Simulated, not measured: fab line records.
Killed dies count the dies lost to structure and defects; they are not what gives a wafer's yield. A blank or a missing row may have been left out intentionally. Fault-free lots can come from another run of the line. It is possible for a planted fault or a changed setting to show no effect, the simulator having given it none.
fab line records    flow sky130
record lots=7  wafers=20  last_day=49
route steps=708 shown CAPM@548 METAL3@555 PAD_OPEN@708
lots with no fault: from the same line, run without faults
start_h: start of the lot's first displayed wafer, in hours after the record's first day    wait_h: hours elapsed since this lot's preceding step    " the same as in the row above    L1.1+2: a single row standing in for several wafers    - no value present, or no start provided    * or withheld: withheld    < > ~ a bound
route shown NAME@n: a module of which the file shows steps, and the number in the route of the first    usual: mean and standard deviation over wafers with no fault    same: alike in all rows    chamber/n: place in a boat    sites: the reading at each site    _std_site: standard deviation of those values    _edge_site: the outer-site mean with the inner-site mean subtracted    radius_mm: for every site, how far away it sits from the centre of the wafer    mask NAME#n: copy n    behind: the most recent tool/chamber to have shaped the wafer    hold: why the lot went on hold/how many hours it stayed there/how the hold came to an end    device: transistor that didn't switch, given as n, p or np    end of line: tests run on the same wafers once the route is complete    a step with no rows: only its recipe    killed: dies lost to structure and defects at the first sort, not the wafer's yield    map: a wafer's dies, x killed, . not, _ none there
set.NAME: the setting as run; set.NAME@STEP: as run at that earlier step    model.NAME: the simulator's own value behind a step, which no gauge read
certain route steps with their lots: each step a table, each wafer a row
services: from which hour (start_h, from the record's first day; less than 0 if before it) a tool's chamber was out of use, for how many hours, and why
## steps
# step SKY_CAPM_DEVELOP_11
# recipe resist=NOVOLAK  developer=TMAH  develop_time_s=60  dev_temp_c=23
# step SKY_CAPM_OVL_MEAS_12
# usual CAPM_OVL=-0.1/1.5
lot.wafer  tool        chamber  start_h  wait_h  CAPM_OVL[nm]
L821.2     overlay-02  -        885.88   0.1     -0.9
L821.3     "           -        "        "       -0.9
L821.5     "           -        "        "       -0.1
L826.1     overlay-01  -        928.68   0.1     -1.6
L826.5     "           -        "        "       -3.1
L826.6     "           -        "        "       -2.1
L830.1     overlay-02  -        961.68   0.1     1.1
L830.4     "           -        "        "       2.1
L830.6     "           -        "        "       -0.5
L832.1     overlay-02  -        970.88   0.1     1.0
L832.2     "           -        "        "       -0.2
L832.3     "           -        "        "       0.2
L831.1     overlay-02  -        972.50   0.1     0.5
L831.5     "           -        "        "       1.9
L831.6     "           -        "        "       1.1
L836.1     overlay-02  -        989.18   0.1     -1.9
L836.4     "           -        "        "       0.1
L836.5     "           -        "        "       -0.4
L839.3     overlay-02  -        1015.79  0.1     2.0
L839.6     "           -        "        "       1.9
# step SKY_CAPM_METAL_ETCH_13
# recipe target_depth_nm=220  stop_on=SiO2  chemistry=Cl2/BCl3  target=TiN  pressure_mtorr=10  icp_w=900  bias_w=48.5  Cl2_flow_sccm=60  bcl3_flow_sccm=30  time_s=62.9
# usual drypump_motor_current_A=6.0/0.55  oes_product_au=0.941/0.007  throttle_valve_pct=21.901/0.0099
lot.wafer  tool          chamber  start_h  wait_h  drypump_motor_current_A  oes_product_au  rf_hours_counter_h  throttle_valve_pct
L821.2     rie_metal-01  1        885.91   0.0     5.8                      0.954           14                  21.896
L821.3     "             0        "        "       5.9                      0.961           -                   21.899
L821.5     "             1        "        "       5.8                      0.951           -                   21.880
L826.1     rie_metal-03  1        928.72   0.0     5.1                      0.940           1                   21.897
L826.5     "             0        "        "       6.6                      0.947           -                   21.913
L826.6     "             1        "        "       5.1                      0.948           -                   21.910
L830.1     rie_metal-04  0        961.72   0.0     5.6                      0.939           17                  21.879
L830.4     "             1        "        "       6.5                      0.941           -                   21.893
L830.6     "             0        "        "       5.6                      0.939           -                   21.898
L832.1     rie_metal-04  0        970.91   0.0     5.6                      0.944           18                  21.883
L832.2     "             1        "        "       6.5                      0.943           14                  21.903
L832.3     "             0        "        "       5.6                      0.946           -                   21.897
L831.1     rie_metal-03  1        972.53   0.0     5.1                      0.939           4                   21.900
L831.5     "             0        "        "       6.6                      0.939           -                   21.899
L831.6     "             1        "        "       5.1                      0.936           -                   21.902
L836.1     rie_metal-04  0        989.21   0.0     5.6                      0.936           19                  21.916
L836.4     "             0        "        "       5.6                      0.931           -                   21.903
L836.5     "             0        "        "       5.6                      0.930           -                   21.915
L839.3     rie_metal-04  1        1015.84  0.0     6.4                      0.945           -                   21.907
L839.6     "             0        "        "       5.6                      0.945           -                   21.895
# step SKY_CAPM_STRIP_14
# recipe chemistry=O2/N2  power_w=1400  pressure_mtorr=1500  platen_temp_c=withheld  o2_flow_sccm=3000  n2_flow_sccm=300  overash_fraction=0.5
# usual drypump_motor_current_A=5.6/0.6  oes_product_au=0.709/0.0043  strip_time_to_endpoint_s=12.64/0.057
lot.wafer  tool             chamber  start_h  wait_h  drypump_motor_current_A  oes_product_au  rf_hours_counter_h  strip_time_to_endpoint_s
L821.2     plasma_asher-04  0        886.02   0.1     4.9                      0.708           81                  12.65
L821.3     "                1        "        "       6.2                      0.710           -                   12.67
L821.5     "                1        "        "       6.2                      0.708           -                   12.63
L826.1     plasma_asher-03  0        928.80   0.1     4.8                      0.703           49                  12.77
L826.5     "                0        "        "       4.8                      0.712           -                   12.73
L826.6     "                1        "        "       5.8                      0.706           -                   12.79
L830.1     plasma_asher-03  0        961.80   0.1     4.8                      0.709           52                  12.68
L830.4     "                0        "        "       4.8                      0.706           -                   12.74
L830.6     "                0        "        "       4.8                      0.708           -                   12.69
L832.1     plasma_asher-03  0        970.99   0.1     4.8                      0.711           53                  12.64
L832.2     "                1        "        "       5.9                      0.712           53                  12.63
L832.3     "                1        "        "       5.9                      0.711           -                   12.64
L831.1     plasma_asher-01  1        972.61   0.1     6.3                      0.704           110                 12.68
L831.5     "                0        "        "       5.2                      0.717           -                   12.64
L831.6     "                1        "        "       6.3                      0.711           -                   12.69
L836.1     plasma_asher-03  0        989.29   0.1     4.8                      0.707           55                  12.63
L836.4     "                0        "        "       4.8                      0.706           -                   12.60
L836.5     "                0        "        "       4.8                      0.712           -                   12.59
L839.3     plasma_asher-01  1        1015.92  0.1     6.3                      0.715           -                   12.65
L839.6     "                0        "        "       5.2                      0.707           -                   12.65
# step SKY_CAPM_STRIP_15
# recipe chemistry=post_etch_residue_remover  time_s=1200  temp_c=72.5
# step SKY_CAPM_CLEAN_16
# recipe chemistry=IPA  time_s=180  temp_c=25
# step SKY_CAPM_CLEAN_17
# recipe chemistry=O3/DIW  dry=n2_spin
# step SKY_METAL3_DEHYDRATE_05
# recipe temp_c=200  time_s=60
# step SKY_METAL3_HMDS_06
# recipe prime_time_s=60  prime_temp_c=120
# step SKY_METAL3_COAT_07
# recipe resist=BARC  temp_c=withheld  time_s=withheld  spin_rpm=3000  resist_thk_nm=60
# step SKY_METAL3_COAT_08
# recipe resist=KrF-thick  spin_rpm=3000  resist_thk_nm=1140
# step SKY_METAL3_SOFTBAKE_09
# recipe temp_c=100  time_s=90  resist=KrF-thick
# step SKY_METAL3_EXPOSE_10
# recipe mask_id=MM3  na=0.68  source_shape=annular  sigma_inner=0.4  sigma_outer=0.8  target_cd_nm=300  dose_mj=28
# usual exposure_dose_mJ_cm2=27.94/0.048
lot.wafer  tool            chamber  start_h  wait_h  mask   exposure_dose_mJ_cm2
L821.2     krf_scanner-01  0        899.63   -       MM3#0  27.92
L821.3     "               0        "        "       MM3#0  27.91
L821.5     "               0        "        "       MM3#0  27.92
L826.1     krf_scanner-02  0        940.96   -       MM3#0  28.02
L826.5     "               0        "        "       MM3#0  28.01
L826.6     "               0        "        "       MM3#0  28.00
L830.1     krf_scanner-01  0        974.28   -       MM3#0  27.93
L830.4     "               0        "        "       MM3#0  27.92
L830.6     "               0        "        "       MM3#0  27.94
L832.1     krf_scanner-02  0        984.31   -       MM3#0  28.02
L832.2     "               0        "        "       MM3#0  28.01
L832.3     "               0        "        "       MM3#0  28.01
L831.1     krf_scanner-02  0        985.36   -       MM3#0  27.98
L831.5     "               0        "        "       MM3#0  27.98
L831.6     "               0        "        "       MM3#0  28.00
L836.1     krf_scanner-02  0        1001.46  -       MM3#0  27.96
L836.4     "               0        "        "       MM3#0  27.96
L836.5     "               0        "        "       MM3#0  27.96
L839.3     krf_scanner-02  0        1027.55  -       MM3#0  27.96
L839.6     "               0        "        "       MM3#0  27.97
# step SKY_METAL3_PEB_11
# recipe peb_temp_c=withheld  peb_time_s=withheld  resist=KrF-thick
# step SKY_METAL3_DEVELOP_12
# recipe develop_time_s=60  resist=KrF-thick  dev_temp_c=21
# step SKY_METAL3_CD_MEAS_13
# recipe target_cd_nm=300
# usual cd_nm=299.9/1.4
lot.wafer  tool       chamber  start_h  wait_h  cd_nm
L821.2     cd_sem-01  -        912.23   -       300.5
L821.3     "          -        "        "       302.3
L821.5     "          -        "        "       300.5
L826.1     cd_sem-01  -        953.23   -       301.9
L826.5     "          -        "        "       301.1
L826.6     "          -        "        "       302.2
L830.1     cd_sem-02  -        986.01   -       299.7
L830.4     "          -        "        "       298.1
L830.6     "          -        "        "       298.6
L832.1     cd_sem-02  -        995.71   -       300.4
L832.2     "          -        "        "       301.9
L832.3     "          -        "        "       300.7
L831.1     cd_sem-01  -        996.13   -       298.0
L831.5     "          -        "        "       275.2
L831.6     "          -        "        "       275.6
L836.1     cd_sem-01  -        1013.21  -       302.1
L836.4     "          -        "        "       302.8
L836.5     "          -        "        "       280.5
L839.3     cd_sem-01  -        1038.87  -       298.5
L839.6     "          -        "        "       277.2
# step SKY_METAL3_OVL_MEAS_14
# usual METAL3_OVL=-1/3.8
lot.wafer  tool        chamber  start_h  wait_h  METAL3_OVL[nm]
L821.2     overlay-01  -        912.34   0.1     -7
L821.3     "           -        "        "       -5
L821.5     "           -        "        "       -3
L826.1     overlay-02  -        953.35   0.1     4
L826.5     "           -        "        "       -5
L826.6     "           -        "        "       -4
L830.1     overlay-01  -        986.13   0.1     1
L830.4     "           -        "        "       -1
L830.6     "           -        "        "       0
L832.1     overlay-01  -        995.83   0.1     3
L832.2     "           -        "        "       2
L832.3     "           -        "        "       3
L831.1     overlay-01  -        996.25   0.1     -2
L831.5     "           -        "        "       -9
L831.6     "           -        "        "       0
L836.1     overlay-02  -        1013.33  0.1     1
L836.4     "           -        "        "       2
L836.5     "           -        "        "       5
L839.3     overlay-01  -        1038.96  0.1     -2
L839.6     "           -        "        "       3
# step SKY_METAL3_DESCUM_15
# recipe chemistry=O2  source_power_w=150  bias_power_w=0  pressure_mtorr=10  temp_c=40  time_s=8
# usual drypump_motor_current_A=6.0/0.57  oes_product_au=1.005/0.011
# same bias_power_w=0
lot.wafer  tool          chamber  start_h  wait_h  drypump_motor_current_A  oes_product_au  rf_hours_counter_h  model.METAL3.cd_nm
L821.2     rie_metal-04  0        912.37   0.0     5.6                      1.012           15                  300.5
L821.3     "             1        "        "       6.5                      0.990           -                   302
L821.5     "             0        "        "       5.6                      0.995           -                   300.5
L826.1     rie_metal-03  1        953.39   0.0     5.1                      1.012           3                   302.1
L826.5     "             0        "        "       6.6                      1.028           -                   301.2
L826.6     "             1        "        "       5.1                      1.018           -                   302.1
L830.1     rie_metal-04  0        986.17   0.0     5.6                      1.016           18                  299
L830.4     "             1        "        "       6.5                      1.013           -                   298.1
L830.6     "             0        "        "       5.6                      1.002           -                   297.8
L832.1     rie_metal-04  1        995.87   0.0     6.5                      0.995           16                  300.2
L832.2     "             0        "        "       5.6                      1.008           19                  301.4
L832.3     "             1        "        "       6.4                      1.006           -                   301
L831.1     rie_metal-02  1        996.28   0.0     6.3                      0.982           8                   297.7
L831.5     "             1        "        "       6.4                      0.989           -                   274.7
L831.6     "             0        "        "       5.7                      1.019           -                   275.4
L836.1     rie_metal-04  0        1013.37  0.0     5.6                      1.003           20                  301.1
L836.4     "             1        "        "       6.4                      0.997           -                   303
L836.5     "             1        "        "       6.4                      0.992           -                   281.3
L839.3     rie_metal-03  0        1038.99  0.0     6.6                      1.020           -                   299.2
L839.6     "             0        "        "       6.6                      1.010           -                   277.4
# step SKY_METAL3_ETCH_16
# recipe chemistry=N2/H2  target=BARC  ion_energy_ev=200  bias_w=100  pressure_mtorr=30  n2_flow_sccm=100  h2_flow_sccm=200  icp_w=500  stop_on=SiO2  time_s=88.2  target_depth_a=600
# usual drypump_motor_current_A=6.0/0.56  h2_flow_sccm=199.9/0.52  oes_product_au=0.626/0.0046  throttle_valve_pct=13.204/0.0091
lot.wafer  tool          chamber  start_h  wait_h  drypump_motor_current_A  h2_flow_sccm  oes_product_au  rf_hours_counter_h  throttle_valve_pct
L821.2     rie_metal-04  0        912.40   0.0     5.6                      199.5         0.628           15                  13.210
L821.3     "             1        "        "       6.5                      199.5         0.619           -                   13.193
L821.5     "             0        "        "       5.6                      199.5         0.622           -                   13.196
L826.1     rie_metal-03  1        953.42   0.0     5.1                      200.1         0.627           3                   13.206
L826.5     "             0        "        "       6.6                      198.7         0.618           -                   13.223
L826.6     "             1        "        "       5.1                      200.4         0.631           -                   13.201
L830.1     rie_metal-04  0        986.20   0.0     5.6                      200.0         0.630           18                  13.211
L830.4     "             1        "        "       6.5                      200.3         0.627           -                   13.221
L830.6     "             0        "        "       5.6                      200.5         0.620           -                   13.210
L832.1     rie_metal-04  1        995.90   0.0     6.5                      200.3         0.632           16                  13.203
L832.2     "             0        "        "       5.6                      199.9         0.629           19                  13.190
L832.3     "             1        "        "       6.5                      200.3         0.620           -                   13.212
L831.1     rie_metal-02  1        996.31   0.0     6.4                      200.7         0.631           8                   13.209
L831.5     "             1        "        "       6.4                      199.3         0.629           -                   13.189
L831.6     "             0        "        "       5.6                      199.5         0.622           -                   13.221
L836.1     rie_metal-04  0        1013.40  0.0     5.6                      199.6         0.616           20                  13.204
L836.4     "             1        "        "       6.4                      200.4         0.623           -                   13.211
L836.5     "             1        "        "       6.4                      200.5         0.625           -                   13.212
L839.3     rie_metal-03  0        1039.05  0.0     6.6                      199.5         0.622           -                   13.205
L839.6     "             0        "        "       6.6                      199.4         0.617           -                   13.215
# step SKY_METAL3_ETCH_17
# recipe target=SiO2  stop_on=TiN  chemistry=C4F8/O2/Ar  source_w=1500  bias_w=1200  pressure_mtorr=40  c4f8_flow_sccm=withheld  O2_flow_sccm=6  Ar_flow_sccm=300  time_s=3.9  target_depth_a=150
# usual oes_product_au=0.755/0.0083
lot.wafer  tool         chamber  start_h  wait_h  oes_product_au
L821.2     rie_diel-03  0        912.50   0.1     0.747
L821.3     "            1        "        "       0.748
L821.5     "            2        "        "       0.759
L826.1     rie_diel-01  2        953.52   0.1     0.763
L826.5     "            1        "        "       0.765
L826.6     "            2        "        "       0.767
L830.1     rie_diel-03  1        986.30   0.1     0.755
L830.4     "            0        "        "       0.762
L830.6     "            0        "        "       0.766
L832.1     rie_diel-03  3        996.00   0.1     0.750
L832.2     "            1        "        "       0.761
L832.3     "            2        "        "       0.748
L831.1     rie_diel-01  1        996.41   0.1     0.740
L831.5     "            2        "        "       0.759
L831.6     "            1        "        "       0.746
L836.1     rie_diel-01  1        1013.50  0.1     0.762
L836.4     "            0        "        "       0.750
L836.5     "            2        "        "       0.764
L839.3     rie_diel-02  2        1039.11  0.0     0.749
L839.6     "            1        "        "       0.768
# step SKY_METAL3_METAL_ETCH_18
# recipe target_depth_a=8450  stop_on=SiO2  over_etch_frac=0.3  time_s=183.1  chemistry=Cl2/BCl3  resist_sidewall_deg=88  pressure_mtorr=10  icp_w=900  bias_w=48.5  Cl2_flow_sccm=60  bcl3_flow_sccm=30
# usual drypump_motor_current_A=5.9/0.59  oes_product_au=0.866/0.0061  throttle_valve_pct=22.265/0.01
lot.wafer  tool          chamber  start_h  wait_h  drypump_motor_current_A  oes_product_au  rf_hours_counter_h  throttle_valve_pct  model.METAL3.cd_nm
L821.2     rie_metal-03  0        912.52   0.0     6.5                      0.860           19                  22.256              297.1
L821.3     "             1        "        "       5.1                      0.866           -                   22.270              300.8
L821.5     "             1        "        "       5.1                      0.863           -                   22.266              299.7
L826.1     rie_metal-04  0        953.54   0.0     5.6                      0.875           17                  22.264              302.3
L826.5     "             0        "        "       5.6                      0.866           -                   22.265              305.4
L826.6     "             1        "        "       6.5                      0.861           -                   22.268              307.9
L830.1     rie_metal-03  1        986.32   0.0     5.1                      0.872           4                   22.262              293.7
L830.4     "             1        "        "       5.1                      0.858           -                   22.265              291.4
L830.6     "             1        "        "       5.1                      0.872           -                   22.261              294.4
L832.1     rie_metal-03  1        996.02   0.0     5.1                      0.877           5                   22.263              300.6
L832.2     "             0        "        "       6.6                      0.870           23                  22.261              299.3
L832.3     "             1        "        "       5.1                      0.882           -                   22.263              297.1
L831.1     rie_metal-04  1        996.43   0.0     6.4                      0.861           16                  22.264              296.4
L831.5     "             0        "        "       5.6                      0.868           -                   22.249              270.6
L831.6     "             1        "        "       6.5                      0.873           -                   22.273              278.6
L836.1     rie_metal-03  1        1013.52  0.0     5.1                      0.863           6                   22.260              299.8
L836.4     "             0        "        "       6.6                      0.862           -                   22.266              301.3
L836.5     "             1        "        "       5.1                      0.869           -                   22.274              279
L839.3     rie_metal-02  0        1039.19  0.1     5.7                      0.862           -                   22.266              304.9
L839.6     "             0        "        "       5.6                      0.867           -                   22.262              284
# step SKY_METAL3_STRIP_19
# recipe chemistry=O2/N2  power_w=1400  pressure_mtorr=1500  platen_temp_c=withheld  o2_flow_sccm=3000  n2_flow_sccm=300  overash_fraction=0.5
# usual drypump_motor_current_A=5.6/0.49  oes_product_au=0.500/0.0058  strip_time_to_endpoint_s=6.48/0.091
lot.wafer  tool             chamber  start_h  wait_h  drypump_motor_current_A  oes_product_au  rf_hours_counter_h  strip_time_to_endpoint_s
L821.2     plasma_asher-03  0        912.69   0.1     4.8                      0.494           47                  6.29
L821.3     "                1        "        "       5.8                      0.508           -                   6.43
L821.5     "                1        "        "       5.8                      0.508           -                   6.46
L826.1     plasma_asher-02  0        953.72   0.1     6.0                      0.499           21                  6.40
L826.5     "                0        "        "       6.0                      0.500           -                   6.37
L826.6     "                1        "        "       5.8                      0.496           -                   6.48
L830.1     plasma_asher-03  1        986.49   0.1     5.8                      0.489           55                  6.48
L830.4     "                1        "        "       5.8                      0.503           -                   6.46
L830.6     "                1        "        "       5.8                      0.498           -                   6.44
L832.1     plasma_asher-03  1        996.19   0.1     5.8                      0.492           56                  6.46
L832.2     "                0        "        "       4.8                      0.499           56                  6.45
L832.3     "                0        "        "       4.8                      0.500           -                   6.50
L831.1     plasma_asher-01  0        996.61   0.1     5.2                      0.506           114                 6.58
L831.5     "                1        "        "       6.3                      0.506           -                   6.55
L831.6     "                0        "        "       5.2                      0.504           -                   6.56
L836.1     plasma_asher-03  1        1013.69  0.1     5.8                      0.501           58                  6.43
L836.4     "                0        "        "       4.8                      0.494           -                   6.34
L836.5     "                0        "        "       4.8                      0.503           -                   6.47
L839.3     plasma_asher-03  1        1039.34  0.1     5.8                      0.499           -                   6.37
L839.6     "                0        "        "       4.8                      0.497           -                   6.34
# step SKY_PAD_OPEN_PROBE_99
lot.wafer  tool       chamber  start_h  wait_h  model.etest.met3.width_nm  model.etest.met3.line_ohm_um
L821.2     prober-01  -        1085.05  0.1     295.8                      0.1455
L821.3     prober-01  -        1085.10  0.2     300.4                      0.1429
L821.5     prober-01  -        1085.20  0.2     298.6                      0.1457
L826.1     prober-02  -        1117.30  0.1     303.3                      0.1403
L826.5     prober-02  -        1117.50  0.2     305.8                      0.1376
L826.6     prober-02  -        1117.55  0.2     304.6                      0.1382
L830.1     prober-02  -        1145.25  0.1     294                        0.1442
L830.4     prober-02  -        1145.40  0.2     289.5                      0.1462
L830.6     prober-02  -        1145.50  0.2     294.6                      0.1418
L832.1     prober-01  -        1153.32  0.1     299.6                      0.1386
L832.2     prober-01  -        1153.37  0.1     301.4                      0.1395
L832.3     prober-01  -        1153.42  0.2     296.3                      0.1418
L831.1     prober-02  -        1154.20  0.1     295.1                      0.1433
L831.5     prober-02  -        1154.40  0.2     273.2                      0.1554
L831.6     prober-02  -        1154.45  0.2     281.4                      0.152
L836.1     prober-01  -        1167.20  0.1     300.1                      0.143
L836.4     prober-01  -        1167.35  0.2     298.3                      0.1445
L836.5     prober-01  -        1167.40  0.2     284                        0.15
L839.6     prober-02  -        1184.85  0.2     284.5                      0.1511
# killed by level:class
L821.2 CONTACT:geometric_particle:open=7 FIELD_ISO:geometric_particle:short=7 VIA1:geometric_particle:open=7 VIA2:geometric_particle:open=7 METAL2:geometric_particle:short=6 LI_CONTACT:geometric_particle:open=5 VIA3:geometric_particle:open=5 FIELD_ISO:geometric_particle:open=4
L821.3 VIA1:geometric_particle:open=10 LI_CONTACT:geometric_particle:open=9 METAL1:geometric_particle:short=6 CONTACT:geometric_particle:open=5 VIA2:geometric_particle:open=5 FIELD_ISO:geometric_particle:short=4 POLY_GATE:geometric_particle:open=4 LI_CONTACT:geometric_particle:short=4
L821.5 LI_CONTACT:geometric_particle:open=10 VIA1:geometric_particle:open=9 CONTACT:geometric_particle:open=6 VIA2:geometric_particle:open=5 CONTACT:geometric_particle:short=5 VIA3:geometric_particle:open=5 FIELD_ISO:geometric_particle:open=4 POLY_GATE:geometric_particle:open=4
L826.1 VIA1:geometric_particle:open=7 METAL1:geometric_particle:short=7 CONTACT:geometric_particle:open=6 METAL2:geometric_particle:short=6 FIELD_ISO:geometric_particle:short=5 VIA2:geometric_particle:short=5 LI_CONTACT:geometric_particle:open=4 VIA3:geometric_particle:open=4
L826.5 CONTACT:geometric_particle:open=11 METAL1:geometric_particle:short=9 CONTACT:geometric_particle:short=8 METAL2:geometric_particle:short=8 LI_CONTACT:geometric_particle:open=7 VIA1:geometric_particle:open=6 VIA3:geometric_particle:open=6 VIA2:geometric_particle:open=5
L826.6 METAL2:geometric_particle:short=8 FIELD_ISO:geometric_particle:open=7 LOCAL_INTERCONNECT:geometric_particle:short=5 CONTACT:geometric_particle:open=5 FIELD_ISO:geometric_particle:short=4 METAL1:geometric_particle:short=4 POLY_GATE:geometric_particle:short=3 LI_CONTACT:geometric_particle:open=3
L830.1 VIA1:geometric_particle:open=10 LI_CONTACT:geometric_particle:open=7 VIA3:geometric_particle:open=7 CONTACT:geometric_particle:open=7 METAL1:geometric_particle:short=6 VIA1:geometric_particle:short=5 FIELD_ISO:geometric_particle:open=4 POLY_GATE:geometric_particle:short=4
L830.4 VIA3:geometric_particle:open=7 METAL4:geometric_particle:short=6 FIELD_ISO:geometric_particle:open=5 CONTACT:geometric_particle:open=5 METAL1:geometric_particle:short=5 VIA2:geometric_particle:open=5 POLY_GATE:geometric_particle:short=4 VIA1:geometric_particle:short=4
L830.6 VIA1:geometric_particle:open=9 POLY_GATE:geometric_particle:short=7 FIELD_ISO:geometric_particle:open=6 POLY_GATE:geometric_particle:open=6 FIELD_ISO:geometric_particle:short=5 LI_CONTACT:geometric_particle:open=5 LOCAL_INTERCONNECT:geometric_particle:short=5 VIA1:geometric_particle:short=5
L832.1 VIA1:geometric_particle:open=12 FIELD_ISO:geometric_particle:short=10 CONTACT:geometric_particle:open=8 VIA3:geometric_particle:open=7 VIA3:geometric_particle:short=7 VIA2:geometric_particle:open=6 METAL2:geometric_particle:short=5 FIELD_ISO:geometric_particle:open=4
L832.2 VIA1:geometric_particle:open=12 CONTACT:geometric_particle:open=8 POLY_GATE:geometric_particle:short=7 METAL1:geometric_particle:short=7 LI_CONTACT:geometric_particle:open=6 VIA2:geometric_particle:open=6 POLY_GATE:geometric_particle:open=5 CONTACT:geometric_particle:short=5
L832.3 VIA2:geometric_particle:open=10 CONTACT:geometric_particle:short=6 VIA3:geometric_particle:open=6 CONTACT:geometric_particle:open=5 LI_CONTACT:geometric_particle:open=4 LOCAL_INTERCONNECT:geometric_particle:short=4 VIA1:geometric_particle:open=4 POLY_GATE:geometric_particle:short=3
## services
tool             chamber  start_h  hours  kind
plasma_asher-01  -        862.77   2.9    repair
rie_diel-03      0        863.22   7.2    repair
krf_scanner-01   -        864.30   0.9    repair
krf_scanner-01   -        881.38   1.0    pm
rie_diel-02      -        887.58   0.7    repair
plasma_asher-01  -        891.88   2.3    repair
rie_diel-03      1        895.96   8.0    repair
krf_scanner-01   -        896.26   0.8    pm
rie_metal-04     1        902.63   6.5    repair
rie_metal-02     -        911.11   2.8    pm
rie_diel-03      1        912.91   6.4    repair
rie_metal-01     -        921.75   2.8    pm
krf_scanner-02   -        921.82   1.3    pm
krf_scanner-02   -        953.54   1.0    pm
krf_scanner-02   -        956.47   0.3    repair
rie_metal-02     1        962.79   3.4    repair
rie_diel-03      3        969.87   3.9    repair
krf_scanner-02   -        970.08   4.4    pm
plasma_asher-04  -        971.54   20.2   pm
plasma_asher-04  -        991.74   2.8    pm
krf_scanner-01   -        1000.70  1.3    pm
plasma_asher-04  -        1025.45  9.0    repair
plasma_asher-01  -        1030.18  3.7    repair
plasma_asher-04  -        1032.10  1.4    repair
## key
first_sign step=SKY_METAL3_CD_MEAS_13  reading=cd_nm  direction=down  sigmas=16  usual=299.9  struck=277.1
effect none on later readings
model_effect step=SKY_METAL3_DESCUM_15  value=METAL3.cd_nm  without=298.7  struck=277.2
model_effect step=SKY_METAL3_METAL_ETCH_18  value=METAL3.cd_nm  without=299.5  struck=278
model_effect step=SKY_PAD_OPEN_PROBE_99  value=etest.met3.width_nm  without=302.3  struck=280.8
met_at SKY_METAL3_EXPOSE_10
struck_wafers L831.5,L831.6,L836.5,L839.6
sort_left_out L831.5,L831.6,L836.5,L839.6
onset_between 984.31 985.36
fault kind=process_parameter_drift  tool=krf_scanner-02  chamber=-  onset_h=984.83  steps=SKY_METAL3_EXPOSE_10  channel=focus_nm  offset=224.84  shape=step  end_h=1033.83  scope=struck_wafers_only
# sort_left_out: the simulated sort isn't trusted on such a fault, so these wafers' sort isn't shown, and their yield isn't known
